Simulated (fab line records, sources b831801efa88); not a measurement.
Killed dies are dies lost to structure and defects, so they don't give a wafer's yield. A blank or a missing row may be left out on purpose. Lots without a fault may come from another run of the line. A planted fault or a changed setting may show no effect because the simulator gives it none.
fab line records | flow gf180mcu
record lots=13 wafers=39 last_day=34
route steps=602 shown SALICIDE@281 M1@320 V1@357 M2@363
lots that met no fault: from a run of the same line without faults
start_h: hours from the record's first day to the start of the lot's first wafer shown | wait_h: hours since the lot's step before | " the same as in the row above | L1.1+2: a row that stands for several wafers | - no value, or no start given | * or withheld: withheld | < > ~ a bound
route shown NAME@n: a module of which the file shows steps, and the number in the route of the first | usual: mean/standard deviation of fault-free wafers | same: alike in all rows | chamber/n: place in a boat | sites: the reading at each site | _std_site: their standard deviation | _edge_site: outer sites' mean less inner sites' | radius_mm: how far each site lies from the wafer's centre | mask NAME#n: copy n | behind: the tool/chamber that last shaped the wafer | hold: why the lot was held/for how many hours/how that ended | device: the transistor (n, p or np) that didn't switch | end of line: the same wafers' tests at the end of the route | a step without rows: its recipe alone | killed: dies lost to structure and defects at the first sort, not the wafer's yield | map: a wafer's dies, x killed, . not, _ none there
set.NAME: the setting as run; set.NAME@STEP: as run at that earlier step | model.NAME: the simulator's own value behind a step, which no gauge read
steps of the route over a sample of lots; a table a step, a row a wafer
services: from which hour (start_h, from the record's first day; less than 0 if before it) a tool's chamber was out of use, for how many hours, and why
## steps
# step GF_SALICIDE_SPUTTER_03
# recipe material=TiN target_thk_nm=20 power_w=6500 time_s=16.7 chamber_pressure_pa=0.4
# usual cathode_dc_power_W=6499.9/1.2 throttle_valve_pct=30.4/0.77
# columns lot.wafer tool chamber start_h wait_h cathode_dc_power_W throttle_valve_pct
L968.1 pvd_sputter-01 - 346.15 0.0 6500.7 29.2
L968.5 " - " " 6499.5 30.2
L968.6 " - " " 6500.7 29.1
L969.1 pvd_sputter-01 - 347.38 0.0 6501.4 29.3
L969.5 " - " " 6500.0 31.4
L969.6 " - " " 6500.1 30.4
L970.4 pvd_sputter-02 - 362.58 0.0 6500.0 31.1
L970.5 " - " " 6501.5 30.6
L970.6 " - " " 6497.8 31.2
L971.2 pvd_sputter-04 - 371.80 0.0 6500.1 30.0
L971.3 " - " " 6500.6 30.4
L971.6 " - " " 6497.7 30.1
L973.1 pvd_sputter-01 - 380.00 0.0 6497.8 29.3
L973.3 " - " " 6501.8 31.3
L973.4 " - " " 6497.4 30.3
L974.1 pvd_sputter-01 - 389.15 0.0 6501.8 31.3
L974.3 " - " " 6498.3 30.4
L974.4 " - " " 6500.8 29.2
L980.1 pvd_sputter-02 - 442.56 0.0 6499.2 31.0
L980.3 " - " " 6498.6 30.7
L980.6 " - " " 6499.9 31.2
L982.1 pvd_sputter-02 - 465.02 0.0 7501.9 30.8
L982.5 " - " " 6498.7 31.4
L982.6 " - " " 6500.0 30.4
L987.3 pvd_sputter-01 - 500.54 0.0 6499.0 30.7
L987.4 " - " " 6499.2 29.6
L987.6 " - " " 6499.3 31.4
L988.1 pvd_sputter-04 - 509.71 0.0 6499.4 30.8
L988.4 " - " " 6501.0 30.2
L988.6 " - " " 6497.7 29.1
L989.1 pvd_sputter-04 - 521.31 0.0 6501.1 28.7
L989.4 " - " " 6501.1 29.9
L989.5 " - " " 6498.6 31.0
L990.1 pvd_sputter-04 - 524.98 0.0 6499.8 30.7
L990.2 " - " " 6500.6 30.1
L990.3 " - " " 6500.7 29.0
L991.3 pvd_sputter-04 - 532.21 0.0 6499.1 29.1
L991.4 " - " " 6500.1 30.2
L991.5 " - " " 6499.4 30.1
# step GF_SALICIDE_THK_MEAS_05
# recipe thk_meas_gauge=xrf reads=TiN_of_SALICIDE_SPUTTER_03
# usual SALICIDE_TIN_THK=20.0/0.4
# columns lot.wafer tool chamber start_h wait_h hold SALICIDE_TIN_THK[nm]
L968.1 film_metro-01 - 346.30 0.1 - 20.4
L968.5 " - " " - 19.9
L968.6 " - " " - 20.2
L969.1 film_metro-01 - 347.53 0.1 - 20.7
L969.5 " - " " - 20.4
L969.6 " - " " - 20.2
L970.4 film_metro-01 - 362.74 0.1 - 19.7
L970.5 " - " " - 19.4
L970.6 " - " " - 19.9
L971.2 film_metro-02 - 371.96 0.1 - 20.0
L971.3 " - " " - 20.1
L971.6 " - " " - 20.3
L973.1 film_metro-01 - 380.14 0.1 - 20.6
L973.3 " - " " - 20.2
L973.4 " - " " - 20.0
L974.1 film_metro-04 - 389.30 0.1 - 19.8
L974.3 " - " " - 19.9
L974.4 " - " " - 20.2
L980.1 film_metro-01 - 442.71 0.1 - 19.7
L980.3 " - " " - 19.5
L980.6 " - " " - 20.2
L982.1 film_metro-02 - 465.16 0.1 await_dispo/0.2h/release 22.9
L982.5 " - " " await_dispo/0.2h/release 19.8
L982.6 " - " " await_dispo/0.2h/release 19.4
L982.1 film_metro-02 - 465.39 0.2 - 23.0
L982.5 " - " " - 19.8
L982.6 " - " " - 19.5
L987.3 film_metro-01 - 500.70 0.1 - 20.6
L987.4 " - " " - 21.0
L987.6 " - " " - 20.5
L988.1 film_metro-04 - 509.86 0.1 - 20.9
L988.4 " - " " - 20.4
L988.6 " - " " - 20.6
L989.1 film_metro-04 - 521.46 0.1 - 20.5
L989.4 " - " " - 20.5
L989.5 " - " " - 20.6
L990.1 film_metro-02 - 525.12 0.1 - 20.2
L990.2 " - " " - 19.9
L990.3 " - " " - 20.2
L991.3 film_metro-02 - 532.38 0.1 - 19.6
L991.4 " - " " - 19.3
L991.5 " - " " - 19.4
# step GF_M1_RS_MEAS_05
# recipe thk_meas_gauge=four-point-probe reads=TiN_of_M1_SPUTTER_04+Ti_of_M1_SPUTTER_03+AlCu_of_M1_SPUTTER_02+TiN_of_M1_SPUTTER_01+Ti_of_M1_SPUTTER_00
# usual M1_ALCU_RS=0.0693/0.00083
# columns lot.wafer tool chamber start_h wait_h M1_ALCU_RS[ohm/sq]
L968.1 film_metro-01 - 371.76 0.0 0.0688
L968.5 " - " " 0.0695
L968.6 " - " " 0.0704
L969.1 film_metro-01 - 372.50 0.0 0.0685
L969.5 " - " " 0.0685
L969.6 " - " " 0.0691
L970.4 film_metro-03 - 387.70 0.1 0.0688
L970.5 " - " " 0.0695
L970.6 " - " " 0.0684
L971.2 film_metro-02 - 397.65 0.0 0.0699
L971.3 " - " " 0.0694
L971.6 " - " " 0.0695
L973.1 film_metro-02 - 405.30 0.0 0.0695
L973.3 " - " " 0.0684
L973.4 " - " " 0.0708
L974.1 film_metro-01 - 415.44 0.0 0.0691
L974.3 " - " " 0.0705
L974.4 " - " " 0.0676
L980.1 film_metro-02 - 469.28 0.0 0.0687
L980.3 " - " " 0.0684
L980.6 " - " " 0.0687
L982.1 film_metro-02 - 491.64 0.0 0.0698
L982.5 " - " " 0.0688
L982.6 " - " " 0.0696
L987.3 film_metro-01 - 526.74 0.1 0.0697
L987.4 " - " " 0.0687
L987.6 " - " " 0.0697
L988.1 film_metro-02 - 535.52 0.0 0.0696
L988.4 " - " " 0.0686
L988.6 " - " " 0.0697
L989.1 film_metro-02 - 546.91 0.0 0.0706
L989.4 " - " " 0.0703
L989.5 " - " " 0.0698
L990.1 film_metro-02 - 549.84 0.0 0.0692
L990.2 " - " " 0.0699
L990.3 " - " " 0.0701
L991.3 film_metro-01 - 557.44 0.1 0.0706
L991.4 " - " " 0.0693
L991.5 " - " " 0.0694
# step GF_V1_SPUTTER_22
# recipe material=TiN target_thk_nm=10 chamber_pressure_pa=5 power_w=4000 time_s=40
# usual cathode_dc_power_W=3999.9/0.74 throttle_valve_pct=30.0/0.7
# columns lot.wafer tool chamber start_h wait_h cathode_dc_power_W throttle_valve_pct
L968.1 pvd_sputter-01 - 420.77 0.0 3999.5 31.1
L968.5 " - " " 4000.1 28.9
L968.6 " - " " 4000.5 29.9
L969.1 pvd_sputter-03 - 421.61 0.0 3998.8 30.2
L969.5 " - " " 3999.4 30.1
L969.6 " - " " 3999.9 30.4
L970.4 pvd_sputter-01 - 437.30 0.0 3998.5 29.3
L970.5 " - " " 4001.1 31.3
L970.6 " - " " 4000.2 29.8
L971.2 pvd_sputter-04 - 448.46 0.0 3999.9 30.4
L971.3 " - " " 4000.5 30.0
L971.6 " - " " 4001.7 30.3
L973.1 pvd_sputter-03 - 456.76 0.0 3999.8 29.5
L973.3 " - " " 3999.5 30.1
L973.4 " - " " 4000.6 29.1
L974.1 pvd_sputter-04 - 466.09 0.0 3999.1 30.1
L974.3 " - " " 4000.2 28.8
L974.4 " - " " 3999.4 30.6
L980.1 pvd_sputter-03 - 517.96 0.0 4001.0 30.4
L980.3 " - " " 3999.3 29.8
L980.6 " - " " 4000.2 29.4
L982.1 pvd_sputter-04 - 539.70 0.0 3999.9 30.0
L982.5 " - " " 3999.8 30.3
L982.6 " - " " 3999.7 28.8
L987.3 pvd_sputter-01 - 572.98 0.0 4001.2 30.5
L987.4 " - " " 3999.9 31.5
L987.6 " - " " 4000.8 30.3
L988.1 pvd_sputter-03 - 581.90 0.0 4001.0 29.6
L988.4 " - " " 3999.9 30.3
L988.6 " - " " 3999.7 29.3
L989.1 pvd_sputter-01 - 592.75 0.0 4000.8 30.3
L989.4 " - " " 3999.6 31.5
L989.5 " - " " 4000.2 31.3
L990.1 pvd_sputter-01 - 594.81 0.0 4000.4 31.3
L990.2 " - " " 4000.1 29.2
L990.3 " - " " 3998.5 29.9
L991.3 pvd_sputter-01 - 602.21 0.0 3999.8 29.4
L991.4 " - " " 3999.6 29.5
L991.5 " - " " 3999.9 29.1
# step GF_M2_SPUTTER_01
# recipe material=TiN target_thk_nm=30 power_w=6500 time_s=25 chamber_pressure_pa=0.4
# usual cathode_dc_power_W=6499.9/1.2 throttle_valve_pct=30.4/0.76
# columns lot.wafer tool chamber start_h wait_h cathode_dc_power_W throttle_valve_pct
L968.1 pvd_sputter-02 - 421.61 0.1 6499.1 30.6
L968.5 " - " " 6500.1 31.2
L968.6 " - " " 6500.7 30.8
L969.1 pvd_sputter-04 - 422.46 0.1 6499.0 30.1
L969.5 " - " " 6500.8 28.6
L969.6 " - " " 6501.3 30.7
L970.4 pvd_sputter-04 - 438.03 0.1 6499.7 30.6
L970.5 " - " " 6498.7 30.9
L970.6 " - " " 6500.9 28.8
L971.2 pvd_sputter-01 - 449.26 0.1 6501.1 29.5
L971.3 " - " " 6500.8 29.8
L971.6 " - " " 6500.3 30.0
L973.1 pvd_sputter-01 - 457.49 0.1 6499.5 29.0
L973.3 " - " " 6498.8 30.1
L973.4 " - " " 6500.2 31.1
L974.1 pvd_sputter-01 - 466.82 0.1 6500.8 30.3
L974.3 " - " " 6501.0 31.5
L974.4 " - " " 6499.5 29.1
L980.1 pvd_sputter-04 - 518.69 0.1 6498.6 30.8
L980.3 " - " " 6500.4 30.0
L980.6 " - " " 6501.4 30.4
L982.1 pvd_sputter-02 - 540.43 0.1 6500.5 31.0
L982.5 " - " " 6498.9 31.2
L982.6 " - " " 6499.3 31.0
L987.3 pvd_sputter-02 - 573.76 0.1 6498.9 30.4
L987.4 " - " " 6498.8 31.0
L987.6 " - " " 6499.2 30.7
L988.1 pvd_sputter-02 - 582.64 0.1 6498.6 31.7
L988.4 " - " " 6497.9 30.9
L988.6 " - " " 6500.2 30.8
L989.1 pvd_sputter-02 - 593.49 0.1 6497.8 30.8
L989.4 " - " " 6499.1 30.5
L989.5 " - " " 6498.2 30.7
L990.1 pvd_sputter-04 - 595.54 0.1 6499.4 30.6
L990.2 " - " " 6500.2 30.7
L990.3 " - " " 6498.9 29.9
L991.3 pvd_sputter-04 - 602.94 0.1 6501.4 30.3
L991.4 " - " " 6497.4 30.0
L991.5 " - " " 6501.1 29.7
## services
# columns tool chamber start_h hours kind
pvd_sputter-01 0 330.45 - consumable_replace:kit
pvd_sputter-01 0 330.45 18.0 scheduled_down
pvd_sputter-01 0 330.45 18.0 vent_cycle
pvd_sputter-02 0 357.13 - consumable_replace:kit
pvd_sputter-02 0 357.13 18.0 scheduled_down
pvd_sputter-02 0 357.13 18.0 vent_cycle
pvd_sputter-03 1 383.28 - consumable_replace:kit
pvd_sputter-03 1 383.28 18.0 scheduled_down
pvd_sputter-03 1 383.28 18.0 vent_cycle
pvd_sputter-02 - 446.56 8.1 repair
pvd_sputter-04 0 489.10 - consumable_replace:kit
pvd_sputter-04 0 489.10 18.0 scheduled_down
pvd_sputter-04 0 489.10 18.0 vent_cycle
pvd_sputter-02 - 499.35 2.1 repair
pvd_sputter-03 - 515.11 2.0 repair
pvd_sputter-01 - 533.81 3.8 repair
pvd_sputter-02 - 543.45 4.4 repair
pvd_sputter-04 - 548.52 0.6 repair
pvd_sputter-04 - 583.50 3.4 repair
pvd_sputter-02 3 590.44 - consumable_replace:kit
pvd_sputter-02 3 590.44 18.0 scheduled_down
pvd_sputter-02 3 590.44 18.0 vent_cycle
## key
first_sign step=GF_SALICIDE_SPUTTER_03 reading=cathode_dc_power_W direction=up sigmas=99+ usual=6499.9 struck=7501.9
effect step=GF_SALICIDE_THK_MEAS_05 reading=visit direction=added
effect step=GF_SALICIDE_THK_MEAS_05 reading=SALICIDE_TIN_THK direction=up sigmas=7.2 usual=20.0 struck=22.9
met_at GF_SALICIDE_SPUTTER_03
struck_lots L982
struck_wafers L982.1
tester_left_out L982
not_acting_at GF_M1_RS_MEAS_05,GF_V1_SPUTTER_22,GF_M2_SPUTTER_01
onset_between 442.56 465.02
fault kind=process_parameter_drift tool=pvd_sputter-02 chamber=- onset_h=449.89 steps=GF_SALICIDE_SPUTTER_03 channel=power_w offset=1003.4 shape=step end_h=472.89 acts_in=these_recipes_only stated=6500 scope=struck_wafers_only
# tester_left_out: of these lots the tester's yield and bins aren't shown, on N5 and GAA mostly nor the transistor test; their killed dies are dies lost to structure and defects alone, not to doping, threshold or leakage, so they don't give the yield
